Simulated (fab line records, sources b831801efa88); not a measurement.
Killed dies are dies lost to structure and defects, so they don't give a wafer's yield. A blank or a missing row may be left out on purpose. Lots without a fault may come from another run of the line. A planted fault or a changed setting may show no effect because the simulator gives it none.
fab line records | flow sky130
record lots=12 wafers=36 last_day=50
route steps=708 shown VIA2@527 METAL3@532 PAD_OPEN@708
lots that met no fault: from a run of the same line without faults
start_h: hours from the record's first day to the start of the lot's first wafer shown | wait_h: hours since the lot's step before | " the same as in the row above | L1.1+2: a row that stands for several wafers | - no value, or no start given | * or withheld: withheld | < > ~ a bound
route shown NAME@n: a module of which the file shows steps, and the number in the route of the first | usual: mean/standard deviation of fault-free wafers | same: alike in all rows | chamber/n: place in a boat | sites: the reading at each site | _std_site: their standard deviation | _edge_site: outer sites' mean less inner sites' | radius_mm: how far each site lies from the wafer's centre | mask NAME#n: copy n | behind: the tool/chamber that last shaped the wafer | hold: why the lot was held/for how many hours/how that ended | device: the transistor (n, p or np) that didn't switch | end of line: the same wafers' tests at the end of the route | a step without rows: its recipe alone | killed: dies lost to structure and defects at the first sort, not the wafer's yield | map: a wafer's dies, x killed, . not, _ none there
set.NAME: the setting as run; set.NAME@STEP: as run at that earlier step | model.NAME: the simulator's own value behind a step, which no gauge read
steps of the route over a sample of lots; a table a step, a row a wafer
services: from which hour (start_h, from the record's first day; less than 0 if before it) a tool's chamber was out of use, for how many hours, and why
## steps
# step SKY_VIA2_SPUTTER_20
# recipe material=TiN target_thk_nm=20 chamber_pressure_pa=5 power_w=4000 time_s=80
# usual chamber_pressure_pa=4.998/0.01 throttle_valve_pct=29.9/0.88
# columns lot.wafer tool chamber start_h wait_h chamber_pressure_pa throttle_valve_pct
L310.1 pvd_sputter-04 - 855.95 0.0 4.993 28.8
L310.2 " - " " 4.990 30.3
L310.5 " - " " 4.994 30.2
L314.1 pvd_sputter-04 - 888.66 0.0 4.988 28.7
L314.2 " - " " 4.991 30.4
L314.3 " - " " 4.977 30.0
L315.3 pvd_sputter-02 - 902.56 0.0 4.996 28.3
L315.4 " - " " 4.997 28.8
L315.5 " - " " 5.001 28.7
L316.3 pvd_sputter-02 - 906.96 0.0 4.996 30.2
L316.5 " - " " 5.005 30.4
L316.6 " - " " 4.996 28.8
L317.1 pvd_sputter-03 - 926.06 0.0 5.014 31.4
L317.4 " - " " 5.000 29.9
L317.5 " - " " 5.014 31.7
L322.1 pvd_sputter-04 - 953.08 0.0 5.015 30.4
L322.3 " - " " 5.011 30.3
L322.4 " - " " 5.000 30.1
L324.4 pvd_sputter-04 - 962.54 0.0 4.986 28.4
L324.5 " - " " 4.992 30.0
L324.6 " - " " 4.991 28.7
L326.1 pvd_sputter-02 - 980.85 0.0 4.993 30.4
L326.5 " - " " 4.991 30.3
L326.6 " - " " 5.004 30.3
L328.1 pvd_sputter-02 - 986.82 0.0 4.991 28.7
L328.2 " - " " 5.017 30.5
L328.4 " - " " 4.998 28.6
L329.2 pvd_sputter-03 - 990.84 0.0 4.988 30.5
L329.4 " - " " 4.990 30.1
L329.6 " - " " 5.000 31.6
L331.2 pvd_sputter-04 - 1007.65 0.0 5.007 28.7
L331.4 " - " " 5.001 30.3
L331.5 " - " " 4.996 28.9
L332.1 pvd_sputter-02 - 1027.38 0.0 4.992 30.3
L332.3 " - " " 5.010 30.3
L332.4 " - " " 4.986 28.9
# step SKY_VIA2_THK_MEAS_23
# recipe thk_meas_gauge=xrf reads=W_of_VIA2_CVD_21
# usual VIA2_W_THK=415/5.1
# columns lot.wafer tool chamber start_h wait_h VIA2_W_THK[nm]
L310.1 film_metro-03 - 856.40 0.1 420
L310.2 " - " " 420
L310.5 " - " " 419
L314.1 film_metro-03 - 888.97 0.1 412
L314.2 " - " " 409
L314.3 " - " " 406
L315.3 film_metro-03 - 902.92 0.1 410
L315.4 " - " " 415
L315.5 " - " " 415
L316.3 film_metro-03 - 907.29 0.1 411
L316.5 " - " " 413
L316.6 " - " " 406
L317.1 film_metro-03 - 926.37 0.1 410
L317.4 " - " " 413
L317.5 " - " " 406
L322.1 film_metro-04 - 953.40 0.1 408
L322.3 " - " " 416
L322.4 " - " " 423
L324.4 film_metro-03 - 962.88 0.1 413
L324.5 " - " " 411
L324.6 " - " " 414
L326.1 film_metro-02 - 981.16 0.1 417
L326.5 " - " " 415
L326.6 " - " " 410
L328.1 film_metro-03 - 987.13 0.1 411
L328.2 " - " " 412
L328.4 " - " " 416
L329.2 film_metro-04 - 991.17 0.1 428
L329.4 " - " " 415
L329.6 " - " " 426
L331.2 film_metro-04 - 1007.97 0.1 420
L331.4 " - " " 414
L331.5 " - " " 425
L332.1 film_metro-04 - 1027.69 0.1 419
L332.3 " - " " 421
L332.4 " - " " 425
# step SKY_METAL3_SPUTTER_00
# recipe material=Ti target_thk_nm=15 power_w=3000 time_s=10 chamber_pressure_pa=0.4
# usual chamber_pressure_pa=0.4000/0.00071 throttle_valve_pct=30.1/1
# columns lot.wafer tool chamber start_h wait_h chamber_pressure_pa throttle_valve_pct
L310.1 pvd_sputter-03 - 856.76 0.1 0.4006 31.4
L310.2 " - " " 0.3992 30.6
L310.5 " - " " 0.4009 29.2
L314.1 pvd_sputter-02 - 889.33 0.2 0.4007 28.5
L314.2 " - " " 0.3988 30.6
L314.3 " - " " 0.3997 30.2
L315.3 pvd_sputter-02 - 903.26 0.2 0.4002 28.7
L315.4 " - " " 0.4002 30.2
L315.5 " - " " 0.4003 28.4
L316.3 pvd_sputter-03 - 907.63 0.2 0.4011 30.0
L316.5 " - " " 0.4001 30.8
L316.6 " - " " 0.4011 29.9
L317.1 pvd_sputter-03 - 926.73 0.2 0.3990 31.2
L317.4 " - " " 0.4002 29.3
L317.5 " - " " 0.4000 30.4
L322.1 pvd_sputter-03 - 953.76 0.2 0.3993 31.6
L322.3 " - " " 0.3999 30.5
L322.4 " - " " 0.4001 29.2
L324.4 pvd_sputter-03 - 963.21 0.1 0.3986 29.3
L324.5 " - " " 0.4006 30.4
L324.6 " - " " 0.4000 30.1
L326.1 pvd_sputter-02 - 981.52 0.2 0.4001 30.3
L326.5 " - " " 0.4000 28.4
L326.6 " - " " 0.3998 30.3
L328.1 pvd_sputter-02 - 987.49 0.2 0.3996 28.4
L328.2 " - " " 0.3997 30.4
L328.4 " - " " 0.4004 28.6
L329.2 pvd_sputter-03 - 991.52 0.1 0.3997 31.5
L329.4 " - " " 0.4015 30.2
L329.6 " - " " 0.3989 31.1
L331.2 pvd_sputter-01 - 1008.32 0.1 0.3993 28.4
L331.4 " - " " 0.3997 32.2
L331.5 " - " " 0.4012 30.1
L332.1 pvd_sputter-03 - 1028.05 0.2 0.3991 30.1
L332.3 " - " " 0.4001 30.6
L332.4 " - " " 0.3994 29.3
# step SKY_METAL3_METAL_ETCH_18
# recipe target_depth_a=8450 stop_on=SiO2 over_etch_frac=0.3 time_s=183.1 chemistry=Cl2/BCl3 resist_sidewall_deg=88 pressure_mtorr=10 icp_w=900 bias_w=48.5 Cl2_flow_sccm=60 bcl3_flow_sccm=30
# usual bias_w=48.48/0.15 chamber_pressure_mTorr=10.000/0.0081 drypump_motor_current_A=5.8/0.52 oes_product_au=0.866/0.007 throttle_valve_pct=22.263/0.0093
# columns lot.wafer tool chamber start_h wait_h bias_w chamber_pressure_mTorr drypump_motor_current_A oes_product_au rf_hours_counter_h throttle_valve_pct
L310.1 rie_metal-03 1 908.94 0.0 48.58 9.993 5.3 0.856 14 22.259
L310.2 " 1 " " 48.49 10.000 5.3 0.877 - 22.271
L310.5 " 1 " " 48.43 9.993 5.3 0.873 - 22.259
L314.1 rie_metal-03 1 940.57 0.0 48.59 10.000 5.3 0.864 17 22.255
L314.2 " 0 " " 48.45 10.001 6.5 0.864 12 22.258
L314.3 " 0 " " 48.52 10.004 6.5 0.861 - 22.256
L315.3 rie_metal-03 1 954.73 0.1 48.53 9.991 5.3 0.862 - 22.271
L315.4 " 0 " " 48.02 8.003 6.5 0.867 - 22.267
L315.5 " 1 " " 48.53 9.997 5.3 0.872 - 22.250
L316.3 rie_metal-01 0 958.95 0.1 48.48 10.009 6.2 0.874 - 22.259
L316.5 " 0 " " 48.60 9.998 6.2 0.873 - 22.262
L316.6 " 1 " " 48.44 10.002 6.4 0.878 - 22.261
L317.1 rie_metal-03 0 975.62 0.0 48.46 8.009 6.5 0.867 14 22.268
L317.4 " 0 " " 48.41 8.007 6.5 0.863 - 22.254
L317.5 " 0 " " 48.16 7.990 6.5 0.861 - 22.267
L322.1 rie_metal-04 0 1002.14 0.0 48.62 10.003 5.8 0.865 18 22.264
L322.3 " 0 " " 48.71 9.998 5.7 0.864 - 22.255
L322.4 " 0 " " 48.56 9.980 5.7 0.865 - 22.255
L324.4 rie_metal-04 0 1012.53 0.1 48.51 10.002 5.7 0.866 - 22.254
L324.5 " 1 " " 48.27 10.003 5.1 0.872 - 22.261
L324.6 " 0 " " 48.36 10.004 5.7 0.861 - 22.261
L326.1 rie_metal-04 0 1030.54 0.0 48.29 9.997 5.7 0.866 21 22.274
L326.5 " 1 " " 48.44 10.007 5.1 0.863 - 22.263
L326.6 " 0 " " 48.32 9.992 5.8 0.865 - 22.250
L328.1 rie_metal-01 0 1035.38 0.0 48.39 10.002 6.2 0.862 22 22.272
L328.2 " 1 " " 48.40 9.992 6.4 0.864 18 22.276
L328.4 " 0 " " 48.41 10.002 6.3 0.866 - 22.270
L329.2 rie_metal-03 0 1039.09 0.0 48.25 10.005 6.5 0.868 17 22.258
L329.4 " 1 " " 48.29 9.994 5.3 0.868 - 22.259
L329.6 " 0 " " 48.22 10.005 6.5 0.868 - 22.249
L331.2 rie_metal-04 0 1055.22 0.0 48.44 9.990 5.7 0.866 22 22.273
L331.4 " 0 " " 48.25 9.995 5.7 0.880 - 22.260
L331.5 " 1 " " 48.50 9.988 5.1 0.870 - 22.262
L332.1 rie_metal-03 0 1072.22 0.0 48.52 9.996 6.5 0.861 19 22.269
L332.3 " 0 " " 48.52 9.987 6.5 0.881 - 22.249
L332.4 " 0 " " 48.57 10.009 6.5 0.870 - 22.261
# step SKY_PAD_OPEN_PROBE_99
# usual defect_limited_yield=82.5/1.8 killed_at_M0_to_M3=43/6.5 killed_at_M4_up=3/1.7 killed_at_contacts=25/5.1 killed_at_front_end=15/3.8 killed_at_other=0.2/0.45 killed_dies=86/8.8 killed_open=47/6.7 killed_short=39/6 sort_bin_3_pad_short=0.9/0.46 sort_bin_5_function=10.2/1.4 sort_bin_6_memory=6.4/1 sort_n_pass=406/8.8 sort_yield_pct=82.5/1.8
# same gross_dies=492 killed_at_back_side=0 sort_bin_4_leakage[%]=0 sort_bin_8_speed[%]=0
# columns lot.wafer tool chamber start_h wait_h defect_limited_yield[%] killed_at_M0_to_M3 killed_at_M4_up killed_at_contacts killed_at_front_end killed_at_other killed_dies killed_open killed_short sort_bin_3_pad_short[%] sort_bin_5_function[%] sort_bin_6_memory[%] sort_n_pass sort_yield_pct[%]
L322.1 prober-02 - 1159.67 0.1 81.9 37 4 24 24 0 89 50 39 0.8 10.8 6.5 403 81.9
L322.3 prober-02 - 1159.77 0.2 82.3 40 5 23 18 1 87 44 43 1.0 10.0 6.7 405 82.3
L322.4 prober-02 - 1159.82 0.2 86.4 32 2 19 13 1 67 35 32 0.4 8.7 4.5 425 86.4
L326.1 prober-02 - 1182.03 0.1 82.3 45 5 24 13 0 87 54 33 0.4 11.4 5.9 405 82.3
L326.5 prober-02 - 1182.23 0.2 83.1 36 4 23 20 0 83 44 39 0.8 10.0 6.1 409 83.1
L326.6 prober-02 - 1182.28 0.2 80.9 47 6 27 14 0 94 61 33 0.2 12.0 6.9 398 80.9
L329.2 prober-02 - 1186.31 0.1 81.3 49 7 24 11 1 92 56 36 0.4 12.0 6.3 400 81.3
L329.4 prober-02 - 1186.41 0.2 81.7 49 5 21 14 1 90 56 34 1.0 10.4 6.9 402 81.7
L329.6 prober-02 - 1186.51 0.2 82.9 44 4 28 8 0 84 38 46 1.2 8.7 7.1 408 82.9
# killed by level:class
L322.1 CONTACT:geometric_particle:open=12 VIA1:geometric_particle:open=9 FIELD_ISO:geometric_particle:short=7 VIA2:geometric_particle:open=6 FIELD_ISO:geometric_particle:open=5 POLY_GATE:geometric_particle:short=5 METAL1:geometric_particle:short=5 LI_CONTACT:geometric_particle:open=4
L322.3 CONTACT:geometric_particle:open=10 LI_CONTACT:geometric_particle:open=9 VIA1:geometric_particle:short=8 METAL2:geometric_particle:short=6 VIA2:geometric_particle:short=6 VIA1:geometric_particle:open=5 METAL1:geometric_particle:short=5 FIELD_ISO:geometric_particle:short=4
L322.4 VIA1:geometric_particle:open=8 VIA1:geometric_particle:short=6 FIELD_ISO:geometric_particle:open=5 LI_CONTACT:geometric_particle:short=5 LI_CONTACT:geometric_particle:open=4 VIA2:geometric_particle:open=4 LOCAL_INTERCONNECT:geometric_particle:short=4 CONTACT:geometric_particle:open=4
L326.1 VIA1:geometric_particle:open=13 LI_CONTACT:geometric_particle:open=9 CONTACT:geometric_particle:open=8 VIA3:geometric_particle:open=6 POLY_GATE:geometric_particle:short=5 VIA2:geometric_particle:open=5 LI_CONTACT:geometric_particle:short=4 METAL1:geometric_particle:short=4
L326.5 CONTACT:geometric_particle:open=8 LI_CONTACT:geometric_particle:open=8 METAL1:geometric_particle:short=8 FIELD_ISO:geometric_particle:open=6 POLY_GATE:geometric_particle:open=5 LOCAL_INTERCONNECT:geometric_particle:short=5 VIA3:geometric_particle:open=5 VIA1:geometric_particle:open=5
L326.6 CONTACT:geometric_particle:open=15 VIA3:geometric_particle:open=12 VIA1:geometric_particle:open=10 METAL2:geometric_particle:short=7 LI_CONTACT:geometric_particle:open=6 METAL4:geometric_particle:short=6 FIELD_ISO:geometric_particle:open=5 VIA2:geometric_particle:open=5
L329.2 VIA1:geometric_particle:open=18 CONTACT:geometric_particle:open=10 LI_CONTACT:geometric_particle:open=6 METAL4:geometric_particle:short=6 LI_CONTACT:geometric_particle:short=5 VIA2:geometric_particle:open=5 VIA2:geometric_particle:short=5 VIA3:geometric_particle:open=4
L329.4 VIA1:geometric_particle:open=16 CONTACT:geometric_particle:open=9 POLY_GATE:geometric_particle:open=7 METAL2:geometric_particle:short=6 METAL1:geometric_particle:short=6 LI_CONTACT:geometric_particle:open=6 VIA2:geometric_particle:open=6 VIA3:geometric_particle:open=6
L329.6 VIA1:geometric_particle:open=11 CONTACT:geometric_particle:open=9 VIA2:geometric_particle:open=7 CONTACT:geometric_particle:short=7 VIA1:geometric_particle:short=7 LOCAL_INTERCONNECT:geometric_particle:short=5 METAL1:geometric_particle:short=5 LI_CONTACT:geometric_particle:short=4
## services
# columns tool chamber start_h hours kind
rie_metal-03 - 843.83 0.2 repair
pvd_sputter-01 - 856.58 1.7 repair
pvd_sputter-03 - 884.55 2.8 repair
pvd_sputter-01 - 897.77 110.0 repair
rie_metal-03 0 901.08 28.6 repair
pvd_sputter-03 - 920.64 3.4 repair
pvd_sputter-03 - 933.30 1.5 repair
pvd_sputter-04 - 963.24 1.5 repair
rie_metal-03 - 978.89 16.6 repair
rie_metal-04 1 998.52 13.1 repair
pvd_sputter-02 - 1011.12 0.8 repair
rie_metal-04 - 1025.57 1.0 repair
rie_metal-04 - 1035.37 1.1 repair
rie_metal-04 - 1037.63 4.3 pm
rie_metal-04 - 1057.26 10.7 repair
rie_metal-01 1 1065.05 7.0 repair
rie_metal-03 1 1072.06 - clean
rie_metal-03 1 1072.06 12.3 scheduled_down
rie_metal-03 1 1072.06 12.3 vent_cycle
## key
first_sign step=SKY_METAL3_METAL_ETCH_18 reading=chamber_pressure_mTorr direction=down sigmas=99+ usual=10.000 struck=8.002
effect none on later readings
met_at SKY_METAL3_METAL_ETCH_18
struck_lots L315,L317
struck_wafers L315.4,L317.1,L317.4,L317.5
not_acting_at SKY_VIA2_SPUTTER_20,SKY_VIA2_THK_MEAS_23,SKY_METAL3_SPUTTER_00
onset_between 940.57 954.73
fault kind=process_parameter_drift tool=rie_metal-03 chamber=0 onset_h=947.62 steps=SKY_METAL3_METAL_ETCH_18 channel=pressure_mtorr offset=-2 shape=step end_h=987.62 acts_in=these_recipes_only stated=10
